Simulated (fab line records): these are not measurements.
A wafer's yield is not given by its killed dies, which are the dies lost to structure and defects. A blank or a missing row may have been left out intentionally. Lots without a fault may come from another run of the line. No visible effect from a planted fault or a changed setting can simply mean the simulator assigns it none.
Which of the tools did it? :: flow sky130 :: 24 lots with 72 wafers sampled at 3 steps, on a route of 708 steps

WHAT THE GAUGES SHOWED, per wafer
SKY_CAPM_OVL_MEAS_12.
lot: L074
measured: day 38 00:41
on: overlay-01
CAPM_OVL (nm): -1.4 0.8 0.5

lot: L075
measured: day 38 01:35
on: overlay-01
CAPM_OVL (nm): 0.5 0.3 2.9

lot: L076
measured: day 38 03:08
on: overlay-02
CAPM_OVL (nm): 0.9 -0.9 0.7

lot: L078
measured: day 38 23:59
on: overlay-02
CAPM_OVL (nm): 1.1 2.2 3.0

lot: L077
measured: day 39 01:15
on: overlay-01
CAPM_OVL (nm): -1.6 1.3 1.0

lot: L080
measured: day 39 09:09
on: overlay-01
CAPM_OVL (nm): 0.9 0.3 0.8

lot: L079
measured: day 39 10:23
on: overlay-01
CAPM_OVL (nm): 2.0 1.0 0.1

lot: L081
measured: day 39 16:26
on: overlay-02
CAPM_OVL (nm): 1.4 -0.8 0.7

lot: L082
measured: day 39 19:29
on: overlay-01
CAPM_OVL (nm): 0.6 -2.2 -0.9

lot: L083
measured: day 40 06:54
on: overlay-02
CAPM_OVL (nm): 1.1 -0.3 0.4

lot: L084
measured: day 40 10:31
on: overlay-02
CAPM_OVL (nm): -1.0 -2.5 -0.9

lot: L085
measured: day 40 18:57
on: overlay-01
CAPM_OVL (nm): -0.9 -1.6 1.4

lot: L087
measured: day 41 01:30
on: overlay-02
CAPM_OVL (nm): -1.7 0.2 -1.1

lot: L086
measured: day 41 03:51
on: overlay-02
CAPM_OVL (nm): 0.0 0.2 -0.3

lot: L088
measured: day 41 05:11
on: overlay-01
CAPM_OVL (nm): -0.7 -0.7 1.7

lot: L089
measured: day 41 11:12
on: overlay-02
CAPM_OVL (nm): -1.0 2.0 1.4

lot: L090
measured: day 41 22:26
on: overlay-02
CAPM_OVL (nm): 1.4 1.8 -0.9

lot: L091
measured: day 42 18:14
on: overlay-02
CAPM_OVL (nm): 1.3 0.0 -0.1

lot: L092
measured: day 42 19:50
on: overlay-01
CAPM_OVL (nm): -0.5 1.1 -2.5

lot: L093
measured: day 43 02:31
on: overlay-02
CAPM_OVL (nm): -0.3 -1.3 -0.3

lot: L094
measured: day 43 03:50
on: overlay-02
CAPM_OVL (nm): -1.0 -1.5 -1.8

lot: L095
measured: day 43 16:47
on: overlay-02
CAPM_OVL (nm): 0.0 -0.1 0.4

lot: L096
measured: day 43 21:40
on: overlay-02
CAPM_OVL (nm): 1.2 1.5 0.8

lot: L097
measured: day 43 22:18
on: overlay-02
CAPM_OVL (nm): 0.7 3.1 2.6

SKY_VIA3_THK_MEAS_23: measures by xrf.
lot: L074
measured: day 40 06:01
on: film metro-03
VIA3_W_THK (nm): 362 379 369

lot: L075
measured: day 40 07:09
on: film metro-02
VIA3_W_THK (nm): 385 388 371

lot: L076
measured: day 40 07:48
on: film metro-03
VIA3_W_THK (nm): 392 379 392

lot: L078
measured: day 41 03:57
on: film metro-01
VIA3_W_THK (nm): 378 379 370

lot: L077
measured: day 41 05:26
on: film metro-01
VIA3_W_THK (nm): 384 380 383

lot: L080
measured: day 41 13:08
on: film metro-02
VIA3_W_THK (nm): 384 385 388

lot: L079
measured: day 41 14:16
on: film metro-02
VIA3_W_THK (nm): 365 366 381

lot: L081
measured: day 41 23:04
on: film metro-02
VIA3_W_THK (nm): 370 378 367

lot: L082
measured: day 42 01:49
on: film metro-01
VIA3_W_THK (nm): 385 385 382

lot: L083
measured: day 42 08:53
on: film metro-02
VIA3_W_THK (nm): 383 375 369

lot: L084
measured: day 42 12:34
on: film metro-03
VIA3_W_THK (nm): 376 363 368

lot: L085
measured: day 42 21:36
on: film metro-03
VIA3_W_THK (nm): 374 375 379

lot: L087
measured: day 43 04:22
on: film metro-03
VIA3_W_THK (nm): 375 385 373

lot: L086
measured: day 43 06:29
on: film metro-01
VIA3_W_THK (nm): 373 382 385

lot: L088
measured: day 43 07:14
on: film metro-02
VIA3_W_THK (nm): 370 373 366

lot: L089
measured: day 43 12:12
on: film metro-03
VIA3_W_THK (nm): 389 396 377

lot: L090
measured: day 43 23:09
on: film metro-01
VIA3_W_THK (nm): 372 380 381

lot: L091
measured: day 44 18:46
on: film metro-01
VIA3_W_THK (nm): 367 364 363

lot: L092
measured: day 44 20:24
on: film metro-03
VIA3_W_THK (nm): 382 395 382

lot: L093
measured: day 45 02:35
on: film metro-03
VIA3_W_THK (nm): 390 387 388

lot: L094
measured: day 45 03:32
on: film metro-01
VIA3_W_THK (nm): 383 376 388

lot: L095
measured: day 45 15:29
on: film metro-03
VIA3_W_THK (nm): 394 389 396

lot: L096
measured: day 45 21:32
on: film metro-01
VIA3_W_THK (nm): 377 387 374

lot: L097
measured: day 45 21:45
on: film metro-03
VIA3_W_THK (nm): 386 379 388

WHAT TOOL EACH LOT RAN ON (gives the tool, then ch and the chambers of the sampled wafers, and finally the start)
lot: L074
SKY_METAL3_DESCUM_15: rie metal-01 ch 0,1, day 39 03:01

lot: L075
SKY_METAL3_DESCUM_15: rie metal-02 ch 0, day 39 03:58

lot: L076
SKY_METAL3_DESCUM_15: rie metal-01 ch 0,1, day 39 04:40

lot: L078
SKY_METAL3_DESCUM_15: rie metal-01 ch 0,1, day 40 01:40

lot: L077
SKY_METAL3_DESCUM_15: rie metal-02 ch 0,1, day 40 03:02

lot: L080
SKY_METAL3_DESCUM_15: rie metal-03 ch 0,1, day 40 10:35

lot: L079
SKY_METAL3_DESCUM_15: rie metal-01 ch 0,1, day 40 11:35

lot: L081
SKY_METAL3_DESCUM_15: rie metal-03 ch 0,1, day 40 17:31

lot: L082
SKY_METAL3_DESCUM_15: rie metal-02 ch 0,1, day 40 20:44

lot: L083
SKY_METAL3_DESCUM_15: rie metal-02 ch 0,1, day 41 07:24

lot: L084
SKY_METAL3_DESCUM_15: rie metal-02 ch 0,1, day 41 11:11

lot: L085
SKY_METAL3_DESCUM_15: rie metal-02 ch 0,1, day 41 19:25

lot: L087
SKY_METAL3_DESCUM_15: rie metal-01 ch 0,1, day 42 02:26

lot: L086
SKY_METAL3_DESCUM_15: rie metal-01 ch 0,1, day 42 04:47

lot: L088
SKY_METAL3_DESCUM_15: rie metal-02 ch 0,1, day 42 05:32

lot: L089
SKY_METAL3_DESCUM_15: rie metal-02 ch 0,1, day 42 11:01

lot: L090
SKY_METAL3_DESCUM_15: rie metal-03 ch 0,1, day 42 21:53

lot: L091
SKY_METAL3_DESCUM_15: rie metal-03 ch 0,1, day 43 17:35

lot: L092
SKY_METAL3_DESCUM_15: rie metal-03 ch 0,1, day 43 19:19

lot: L093
SKY_METAL3_DESCUM_15: rie metal-01 ch 0, day 44 02:16

lot: L094
SKY_METAL3_DESCUM_15: rie metal-02 ch 0,1, day 44 02:56

lot: L095
SKY_METAL3_DESCUM_15: rie metal-02 ch 0,1, day 44 15:38

lot: L096
SKY_METAL3_DESCUM_15: rie metal-03 ch 0,1, day 44 21:04

lot: L097
SKY_METAL3_DESCUM_15: rie metal-01 ch 0,1, day 44 21:25
- SKY_METAL3_DESCUM_15: chemistry O2, time 8 s.

AS READ BY THE TOOLS THEMSELVES (means over the sampled wafers that have a number; for cases with no such wafer, the mark the record gives instead)
SKY_METAL3_DESCUM_15.
lot: L074
tool: rie metal-01
drypump motor current A (A): 5.8
oes product au (a.u.): 0.995

lot: L075
tool: rie metal-02
drypump motor current A (A): 6.3
oes product au (a.u.): 0.995

lot: L076
tool: rie metal-01
drypump motor current A (A): 5.8
oes product au (a.u.): 0.993

lot: L078
tool: rie metal-01
drypump motor current A (A): 5.8
oes product au (a.u.): 0.990

lot: L077
tool: rie metal-02
drypump motor current A (A): 5.6
oes product au (a.u.): 0.987

lot: L080
tool: rie metal-03
drypump motor current A (A): 5.8
oes product au (a.u.): 1.006

lot: L079
tool: rie metal-01
drypump motor current A (A): 5.8
oes product au (a.u.): 0.998

lot: L081
tool: rie metal-03
drypump motor current A (A): 5.7
oes product au (a.u.): 0.999

lot: L082
tool: rie metal-02
drypump motor current A (A): 6.0
oes product au (a.u.): 0.994

lot: L083
tool: rie metal-02
drypump motor current A (A): 6.0
oes product au (a.u.): 1.004

lot: L084
tool: rie metal-02
drypump motor current A (A): 5.6
oes product au (a.u.): 0.996

lot: L085
tool: rie metal-02
drypump motor current A (A): 6.0
oes product au (a.u.): 1.011

lot: L087
tool: rie metal-01
drypump motor current A (A): 5.8
oes product au (a.u.): 0.994

lot: L086
tool: rie metal-01
drypump motor current A (A): 5.8
oes product au (a.u.): 0.990

lot: L088
tool: rie metal-02
drypump motor current A (A): 6.0
oes product au (a.u.): 1.011

lot: L089
tool: rie metal-02
drypump motor current A (A): 6.0
oes product au (a.u.): 1.007

lot: L090
tool: rie metal-03
drypump motor current A (A): 5.7
oes product au (a.u.): 0.991

lot: L091
tool: rie metal-03
drypump motor current A (A): 5.8
oes product au (a.u.): 1.000

lot: L092
tool: rie metal-03
drypump motor current A (A): 5.8
oes product au (a.u.): 1.001

lot: L093
tool: rie metal-01
drypump motor current A (A): 5.7
oes product au (a.u.): 0.978

lot: L094
tool: rie metal-02
drypump motor current A (A): 6.0
oes product au (a.u.): 0.997

lot: L095
tool: rie metal-02
drypump motor current A (A): 5.6
oes product au (a.u.): 0.995

lot: L096
tool: rie metal-03
drypump motor current A (A): 5.7
oes product au (a.u.): 0.997

lot: L097
tool: rie metal-01
drypump motor current A (A): 5.8
oes product au (a.u.): 0.983

THE ANSWER, worked out from the rows above alone
Rule: usual is defined by the lots themselves. Put in order of their means at a reading, lots are off if they are a third of the lots or fewer, leave a main group of 4 or more, and stand apart from it by a gap of 3 or more times the standard deviation of the main group's means; of several such gaps the widest counts. A main group whose means are all the same, to the digits that the tables above print for the reading, isn't used. Also off: a lot with no number at a reading for which 4 or more lots have one. All remaining lots with rows at the step are treated as sound. After the gauges, taken in route order, come the tools' own readings; for these a lot's mean is taken, as printed above. At the first step where some lot is off, the reading lying furthest off is the one used; lots without a number count as furthest.
None of the lots is off at any reading shown; this tells nothing.

WHAT THE SIMULATOR PUT IN
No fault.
